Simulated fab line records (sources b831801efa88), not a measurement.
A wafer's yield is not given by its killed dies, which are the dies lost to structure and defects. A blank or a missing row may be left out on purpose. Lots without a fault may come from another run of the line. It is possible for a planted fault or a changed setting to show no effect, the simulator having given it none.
What tool caused it? | flow sky130 | 10 lots with 30 wafers sampled at 4 steps, on a route of 708 steps

== WHAT THE GAUGES SHOWED, per wafer ==
SKY_VIA1_CD_MEAS_12: target cd 150 nm.
lot  | measured     | on        | cd-nm (nm)
L902 | day 34 01:56 | cd-sem-01 | 148.5 148.0 149.4
L903 | day 34 05:26 | cd-sem-01 | 150.1 149.7 150.8
L906 | day 35 10:55 | cd-sem-02 | 148.6 148.7 149.2
L910 | day 36 16:49 | cd-sem-02 | 156.4 156.2 155.3
L911 | day 36 20:52 | cd-sem-01 | 152.5 154.1 153.1
L912 | day 37 14:38 | cd-sem-01 | 153.3 151.6 151.0
L913 | day 38 04:07 | cd-sem-02 | 148.9 148.3 147.5
L919 | day 39 15:08 | cd-sem-01 | 149.0 148.2 147.4
L918 | day 39 15:49 | cd-sem-01 | 151.5 151.2 151.2
L924 | day 41 01:35 | cd-sem-01 | 152.7 151.8 153.2

== WHICH TOOL RAN EACH LOT (tool, then ch and the chambers of the sampled wafers, then the start) ==
lot  | SKY_METAL1_SPUTTER_00        | SKY_METAL1_SPUTTER_01        | SKY_VIA1_EXPOSE_09
L902 | pvd-sputter-01, day 31 18:57 | pvd-sputter-01, day 31 18:59 | krf-scanner-01 ch 0, day 33 12:44
L903 | pvd-sputter-04, day 31 23:00 | pvd-sputter-04, day 31 23:02 | krf-scanner-02 ch 0, day 33 16:25
L906 | pvd-sputter-01, day 33 04:26 | pvd-sputter-01, day 33 04:28 | krf-scanner-01 ch 0, day 34 21:55
L910 | pvd-sputter-01, day 34 11:25 | pvd-sputter-01, day 34 11:26 | krf-scanner-02 ch 0, day 36 04:34
L911 | pvd-sputter-04, day 34 14:48 | pvd-sputter-04, day 34 14:50 | krf-scanner-02 ch 0, day 36 08:19
L912 | pvd-sputter-01, day 35 08:38 | pvd-sputter-01, day 35 08:39 | krf-scanner-01 ch 0, day 37 01:36
L913 | pvd-sputter-03, day 35 22:27 | pvd-sputter-03, day 35 22:28 | krf-scanner-01 ch 0, day 37 15:55
L919 | pvd-sputter-03, day 37 11:11 | pvd-sputter-03, day 37 11:13 | krf-scanner-01 ch 0, day 39 02:44
L918 | pvd-sputter-03, day 37 11:58 | pvd-sputter-03, day 37 11:59 | krf-scanner-01 ch 0, day 39 03:47
L924 | pvd-sputter-03, day 38 22:24 | pvd-sputter-03, day 38 22:25 | krf-scanner-01 ch 0, day 40 12:55
- SKY_METAL1_SPUTTER_00: material Ti, target thk 15 nm, time 10 s.
- SKY_METAL1_SPUTTER_01: material TiN, target thk 20 nm, time 16.7 s.
- SKY_VIA1_EXPOSE_09: exposes mask VIM, target cd 150 nm.

== WHAT THE TOOLS THEMSELVES READ (means of the sampled wafers that have a number; where no wafer has one, the mark that the record gives instead) ==
SKY_METAL1_SPUTTER_00.
lot  | tool           | throttle-valve-pct (%)
L902 | pvd-sputter-01 | 31.0
L903 | pvd-sputter-04 | 30.7
L906 | pvd-sputter-01 | 31.7
L910 | pvd-sputter-01 | 31.0
L911 | pvd-sputter-04 | 31.0
L912 | pvd-sputter-01 | 29.5
L913 | pvd-sputter-03 | 30.8
L919 | pvd-sputter-03 | 32.0
L918 | pvd-sputter-03 | 29.7
L924 | pvd-sputter-03 | 30.8

SKY_METAL1_SPUTTER_01.
lot  | tool           | throttle-valve-pct (%)
L902 | pvd-sputter-01 | 31.0
L903 | pvd-sputter-04 | 30.7
L906 | pvd-sputter-01 | 31.7
L910 | pvd-sputter-01 | 31.0
L911 | pvd-sputter-04 | 31.0
L912 | pvd-sputter-01 | 29.4
L913 | pvd-sputter-03 | 30.8
L919 | pvd-sputter-03 | 32.1
L918 | pvd-sputter-03 | 29.7
L924 | pvd-sputter-03 | 30.7

SKY_VIA1_EXPOSE_09.
lot  | tool           | exposure-dose-mJ-cm2
L902 | krf-scanner-01 | 37.98
L903 | krf-scanner-02 | 37.96
L906 | krf-scanner-01 | 37.99
L910 | krf-scanner-02 | 38.86
L911 | krf-scanner-02 | 38.84
L912 | krf-scanner-01 | 38.00
L913 | krf-scanner-01 | 38.00
L919 | krf-scanner-01 | 38.02
L918 | krf-scanner-01 | 37.97
L924 | krf-scanner-01 | 38.02

== THE ANSWER, worked out from the rows above alone ==
Rule: usual is defined by the lots themselves. The widest of any qualifying gaps counts: lots, ordered by their means at a reading, are off when they make up no more than a third of the lots, leave a main group of 4 or more, and stand apart from it by 3 or more times the standard deviation of that group's means. A main group is skipped when, at the precision printed for the reading in the tables above, its means are all equal. Also off: a lot with no number at a reading for which 4 or more lots have one. The other lots that the step has rows for count as sound. Order of review: gauges by route order, followed by the tools' own readings, for which a lot's mean as printed above is used. At the first step where some lot is off, the reading lying furthest off is the one used; lots without a number count as furthest.
Off, at SKY_VIA1_EXPOSE_09 on exposure-dose-mJ-cm2: L910, L911. For the main group the mean is 37.99 and the standard deviation 0.02.
If a tool, at that step or one of the process steps before it, ran each lot that is off and ran no sound lot following the first of them, it fits. One fits: SKY_VIA1_EXPOSE_09 on krf-scanner-02. Its last sound lot is L903 (day 33 16:25), its first lot that is off L910 (day 36 04:34): a fault that began between those two fits.
The tool's own readings at SKY_VIA1_EXPOSE_09 bear it out: on the lots that are off they differ by more than 5 times the standard deviation of the sound lots' means. exposure-dose-mJ-cm2 reads 38.85 there against 37.99 on the sound lots.

== WHAT HAD BEEN PUT IN BY THE SIMULATOR ==
Process parameters drifting: krf-scanner-02 at SKY_VIA1_EXPOSE_09, beginning at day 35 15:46. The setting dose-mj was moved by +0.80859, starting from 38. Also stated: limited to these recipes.
Lots struck among those shown: L910, L911. The rule given above showed the same thing.
